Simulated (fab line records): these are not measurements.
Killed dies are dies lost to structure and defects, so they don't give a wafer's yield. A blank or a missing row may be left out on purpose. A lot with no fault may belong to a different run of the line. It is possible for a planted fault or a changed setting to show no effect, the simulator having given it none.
Chamber matching    flow gf180mcu    4 sister chambers for GF_V3_CMP_26 on cmp-01
The step polishes, stops on SiO2, t overpolish 15 s, target thk 0 nm. 36 wafers are shown with their chamber, then 12 later ones without.

## WAFERS, EACH WITH ITS CHAMBER
wafer   chamber  motor-current-A (A)  overpolish-run-s (s)  platen-rpm (rpm)
L074.2  2        13.3                 14.982                59.89
L074.3  0        12.1                 14.985                60.00
L074.5  0        11.3                 15.000                59.95
L075.3  2        13.0                 15.002                59.93
L075.5  0        12.1                 15.000                60.04
L075.6  1        11.1                 15.005                59.93
L078.1  3        10.3                 14.996                59.96
L078.4  1        10.8                 15.002                60.00
L078.5  1        10.8                 14.999                60.00
L080.1  3        10.6                 15.010                59.97
L080.2  2        13.3                 14.997                59.97
L080.4  1        10.5                 15.006                59.99
L084.1  1        10.7                 14.999                60.00
L084.2  2        13.4                 15.012                60.00
L084.4  3        11.0                 15.020                60.00
L085.2  2        13.6                 14.991                60.06
L085.3  3        11.9                 15.001                59.97
L085.6  2        12.9                 15.001                60.02
L087.2  0        11.4                 14.998                59.97
L087.5  1        10.3                 14.994                59.92
L087.6  0        11.3                 15.007                59.89
L088.3  0        11.3                 15.002                59.92
L088.4  3        11.4                 15.003                60.03
L088.6  0        11.2                 15.007                59.99
L089.3  2        13.4                 14.999                60.06
L089.5  3        10.3                 14.992                60.00
L089.6  2        12.8                 14.996                60.03
L090.1  1        10.4                 14.992                59.94
L090.2  0        11.6                 14.997                59.95
L090.3  2        12.6                 14.987                59.99
L091.1  3        10.6                 14.994                60.02
L091.2  0        11.6                 14.983                59.98
L091.5  1        10.5                 14.993                59.96
L093.1  2        12.7                 14.999                59.96
L093.4  0        11.3                 14.995                60.01
L093.5  0        11.3                 14.994                60.08

SIGNATURES (averages over the wafers above)
reading           chamber 0  chamber 1  chamber 2  chamber 3  scatter within a chamber
motor-current-A   11.500     10.637     13.100     10.871     0.385
overpolish-run-s  14.99709   14.99875   14.99660   15.00229   0.00795
platen-rpm        59.9800    59.9675    59.9910    59.9929    0.0462
Rule: a wafer lies at a distance from a chamber equal to the root of the sum of squares, over the readings, of (its reading less the chamber's mean, divided by the reading's scatter). If the next closest chamber is less than 2 further off than the closest, the wafer can't be placed; otherwise it belongs to the closest. The scatter: the root of (the sum of the squares of (reading less its chamber's mean) over the shown wafers, divided by (wafers less chambers)).

## WAFERS WHOSE CHAMBER IS MISSING
wafer   motor-current-A (A)  overpolish-run-s (s)  platen-rpm (rpm)
L094.1  10.1                 14.995                59.99
L094.3  11.4                 14.997                60.02
L094.6  13.2                 15.007                60.02
L095.3  13.1                 15.005                59.94
L095.5  11.0                 15.000                60.06
L095.6  10.7                 15.000                59.99
L096.2  11.0                 15.018                60.01
L096.3  13.5                 14.991                60.04
L096.5  10.3                 15.010                59.98
L097.1  10.8                 14.990                59.98
L097.3  10.8                 15.015                60.03
L097.5  10.7                 15.017                60.04

## WHICH CHAMBER EACH ONE RAN IN
wafer   from the rows above           in truth
L094.1  can't be placed: 1 or 3       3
L094.3  can't be placed: 0 or 3 or 1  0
L094.6  2                             2
L095.3  2                             2
L095.5  can't be placed: 3 or 0 or 1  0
L095.6  can't be placed: 3 or 1 or 0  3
L096.2  can't be placed: 3 or 1 or 0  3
L096.3  2                             2
L096.5  can't be placed: 1 or 3 or 0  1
L097.1  can't be placed: 1 or 3 or 0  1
L097.3  can't be placed: 3 or 1 or 0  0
L097.5  can't be placed: 3 or 1 or 0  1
Correctly placed: 3 of 12. From these rows, 9 cannot be placed; in 9 the true chamber is one of the candidates. Number placed wrongly: 0.
